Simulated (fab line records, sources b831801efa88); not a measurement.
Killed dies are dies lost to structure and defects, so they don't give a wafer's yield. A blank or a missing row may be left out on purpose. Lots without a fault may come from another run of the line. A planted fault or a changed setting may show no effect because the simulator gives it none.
Which tool did it? | flow sky130 | 10 lots, 30 wafers sampled, at 6 steps of a route of 708

WHAT THE GAUGES READ, wafer by wafer
SKY_CONTACT_OVL_MEAS_15.
lot  | measured     | on         | CONTACT_OVL (nm)
L731 | day 32 19:16 | overlay-02 | 1 -6 -1
L733 | day 32 21:49 | overlay-02 | 12 3 3
L737 | day 33 23:35 | overlay-01 | 1 -1 -2
L738 | day 34 00:29 | overlay-02 | 7 6 13
L742 | day 34 21:04 | overlay-02 | 4 3 13
L741 | day 34 22:20 | overlay-02 | 4 4 10
L743 | day 35 11:49 | overlay-02 | -1 1 2
L744 | day 35 12:07 | overlay-01 | 3 12 -2
L747 | day 36 20:16 | overlay-01 | -3 -4 -4
L752 | day 38 04:49 | overlay-02 | 2 1 -15

SKY_METAL1_RS_MEAS_05: measures by four-point-probe.
lot  | measured     | on            | METAL1_ALCU_RS (ohm/sq)
L731 | day 32 20:51 | film_metro-02 | 0.1264 0.1289 0.1266
L733 | day 32 23:24 | film_metro-02 | 0.1271 0.1265 0.1267
L737 | day 34 01:08 | film_metro-03 | 0.1283 0.1283 0.1277
L738 | day 34 02:04 | film_metro-03 | 0.1276 0.1272 0.1286
L742 | day 34 22:41 | film_metro-02 | 0.1237 0.1235 0.1237
L741 | day 34 23:56 | film_metro-03 | 0.1256 0.1258 0.1260
L743 | day 35 13:22 | film_metro-03 | 0.1286 0.1287 0.1282
L744 | day 35 13:40 | film_metro-04 | 0.1260 0.1265 0.1264
L747 | day 36 21:49 | film_metro-04 | 0.1366 0.1368 0.1370
L752 | day 38 06:25 | film_metro-02 | 0.1271 0.1284 0.1275

SKY_METAL1_THK_MEAS_06: measures by xrf.
lot  | measured     | on            | METAL1_ALCU_THK (nm)
L731 | day 32 20:58 | film_metro-02 | 247.8 241.9 246.6
L733 | day 32 23:31 | film_metro-02 | 244.9 245.1 248.9
L737 | day 34 01:15 | film_metro-03 | 246.3 245.7 246.2
L738 | day 34 02:10 | film_metro-03 | 246.4 245.4 242.4
L742 | day 34 22:47 | film_metro-02 | 252.8 252.4 254.1
L741 | day 35 00:02 | film_metro-03 | 252.4 250.4 252.3
L743 | day 35 13:29 | film_metro-03 | 247.1 246.2 246.6
L744 | day 35 13:47 | film_metro-04 | 248.1 248.5 249.3
L747 | day 36 21:56 | film_metro-04 | 231.1 231.7 230.6
L752 | day 38 06:32 | film_metro-02 | 246.1 241.7 243.8

WHICH TOOL RAN EACH LOT (tool, then ch and the chambers of the sampled wafers, then the start)
lot  | SKY_CONTACT_STRIP_19                 | SKY_METAL1_SPUTTER_02        | SKY_METAL1_SPUTTER_04
L731 | plasma_asher-03 ch 1, day 32 19:26   | pvd_sputter-02, day 32 20:44 | pvd_sputter-02, day 32 20:47
L733 | plasma_asher-02 ch 0,1, day 32 21:59 | pvd_sputter-02, day 32 23:17 | pvd_sputter-02, day 32 23:20
L737 | plasma_asher-04 ch 0,1, day 33 23:45 | pvd_sputter-02, day 34 01:02 | pvd_sputter-02, day 34 01:05
L738 | plasma_asher-03 ch 0,1, day 34 00:39 | pvd_sputter-03, day 34 01:56 | pvd_sputter-03, day 34 01:59
L742 | plasma_asher-03 ch 0, day 34 21:14   | pvd_sputter-03, day 34 22:34 | pvd_sputter-03, day 34 22:37
L741 | plasma_asher-04 ch 0,1, day 34 22:29 | pvd_sputter-04, day 34 23:49 | pvd_sputter-04, day 34 23:52
L743 | plasma_asher-03 ch 0,1, day 35 11:59 | pvd_sputter-03, day 35 13:16 | pvd_sputter-03, day 35 13:19
L744 | plasma_asher-04 ch 0,1, day 35 12:17 | pvd_sputter-02, day 35 13:35 | pvd_sputter-02, day 35 13:37
L747 | plasma_asher-02 ch 0,1, day 36 20:26 | pvd_sputter-02, day 36 21:44 | pvd_sputter-02, day 36 21:46
L752 | plasma_asher-02 ch 0,1, day 38 04:59 | pvd_sputter-03, day 38 06:19 | pvd_sputter-03, day 38 06:22
- SKY_CONTACT_STRIP_19: strips in O2/N2.
- SKY_METAL1_SPUTTER_02: material AlCu, target thk 250 nm, time 13.3 s.
- SKY_METAL1_SPUTTER_04: material TiN, target thk 70 nm, time 58.3 s.

WHAT THE TOOLS THEMSELVES READ (means of the sampled wafers that have a number; where no wafer has one, the mark that the record gives instead)
SKY_CONTACT_STRIP_19.
lot  | tool            | chamber_pressure_mTorr (mTorr) | drypump_motor_current_A (A) | n2_flow_sccm (sccm) | oes_product_au (a.u.) | strip_time_to_endpoint_s (s)
L731 | plasma_asher-03 | 1500.7                         | 5.3                         | 299.3               | 0.376                 | 3.578
L733 | plasma_asher-02 | 1500.4                         | 6.3                         | 300.1               | 0.380                 | 3.614
L737 | plasma_asher-04 | 1497.8                         | 6.0                         | 300.1               | 0.381                 | 3.624
L738 | plasma_asher-03 | 1499.3                         | 5.5                         | 300.7               | 0.379                 | 3.617
L742 | plasma_asher-03 | 1500.8                         | 5.8                         | 299.4               | 0.378                 | 3.596
L741 | plasma_asher-04 | 1498.8                         | 6.3                         | 300.4               | 0.384                 | 3.595
L743 | plasma_asher-03 | 1500.3                         | 5.5                         | 299.6               | 0.384                 | 3.645
L744 | plasma_asher-04 | 1500.2                         | 6.2                         | 300.3               | 0.381                 | 3.588
L747 | plasma_asher-02 | 1501.1                         | 6.4                         | 299.5               | 0.381                 | 3.600
L752 | plasma_asher-02 | 1500.9                         | 6.3                         | 299.1               | 0.383                 | 3.611

SKY_METAL1_SPUTTER_02.
lot  | tool           | chamber_pressure_pa (Pa) | throttle_valve_pct (%)
L731 | pvd_sputter-02 | 0.3998                   | 29.8
L733 | pvd_sputter-02 | 0.4003                   | 29.9
L737 | pvd_sputter-02 | 0.3997                   | 30.0
L738 | pvd_sputter-03 | 0.3995                   | 29.8
L742 | pvd_sputter-03 | 0.4002                   | 29.7
L741 | pvd_sputter-04 | 0.3999                   | 28.3
L743 | pvd_sputter-03 | 0.4003                   | 30.8
L744 | pvd_sputter-02 | 0.4004                   | 30.4
L747 | pvd_sputter-02 | 0.4668                   | 27.8
L752 | pvd_sputter-03 | 0.3995                   | 30.2

SKY_METAL1_SPUTTER_04.
lot  | tool           | chamber_pressure_pa (Pa) | throttle_valve_pct (%)
L731 | pvd_sputter-02 | 0.4004                   | 29.8
L733 | pvd_sputter-02 | 0.3993                   | 30.1
L737 | pvd_sputter-02 | 0.4001                   | 30.0
L738 | pvd_sputter-03 | 0.4005                   | 29.7
L742 | pvd_sputter-03 | 0.4003                   | 29.5
L741 | pvd_sputter-04 | 0.4001                   | 28.4
L743 | pvd_sputter-03 | 0.4003                   | 30.5
L744 | pvd_sputter-02 | 0.4002                   | 30.5
L747 | pvd_sputter-02 | 0.3997                   | 30.0
L752 | pvd_sputter-03 | 0.4003                   | 30.3

THE ANSWER, worked out from the rows above alone
Rule: what is usual is taken from the lots themselves. Put in order of their means at a reading, lots are off if they are a third of the lots or fewer, leave a main group of 4 or more, and stand apart from it by a gap of 3 or more times the standard deviation of the main group's means; of several such gaps the widest counts. A main group whose means are all the same, to the digits that the tables above print for the reading, isn't used. A lot without any number at a reading at which 4 lots or more have one is off too. The other lots that the step has rows for count as sound. The gauges are gone through in route order, then the tools' own readings, and for those a lot's mean is taken as printed above. The first step at which some lot is off is used, and at that step the reading that is off furthest; a lot without a number counts as furthest.
Off: L747, at SKY_METAL1_RS_MEAS_05 (METAL1_ALCU_RS). The main group: mean 0.1269 ohm/sq, standard deviation 0.0014.
A tool fits if, at a process step before that reading, it ran every lot that is off, and no sound lot after the first of them. The gauges at SKY_METAL1_RS_MEAS_05 aren't tried: what is off there is off at SKY_METAL1_SPUTTER_02 too, on other tools, and a gauge's error can't cause that. One fits: pvd_sputter-02 at SKY_METAL1_SPUTTER_02 and SKY_METAL1_SPUTTER_04. At SKY_METAL1_SPUTTER_02 its last sound lot is L744 (day 35 13:35), its first lot that is off L747 (day 36 21:44): a fault that began between those two fits.
The tool's own readings at SKY_METAL1_SPUTTER_02 bear it out: on the lots that are off they differ by more than 5 times the standard deviation of the sound lots' means. chamber_pressure_pa reads 0.4668 Pa there against 0.4000 Pa on the sound lots.

WHAT THE SIMULATOR HAD PUT IN
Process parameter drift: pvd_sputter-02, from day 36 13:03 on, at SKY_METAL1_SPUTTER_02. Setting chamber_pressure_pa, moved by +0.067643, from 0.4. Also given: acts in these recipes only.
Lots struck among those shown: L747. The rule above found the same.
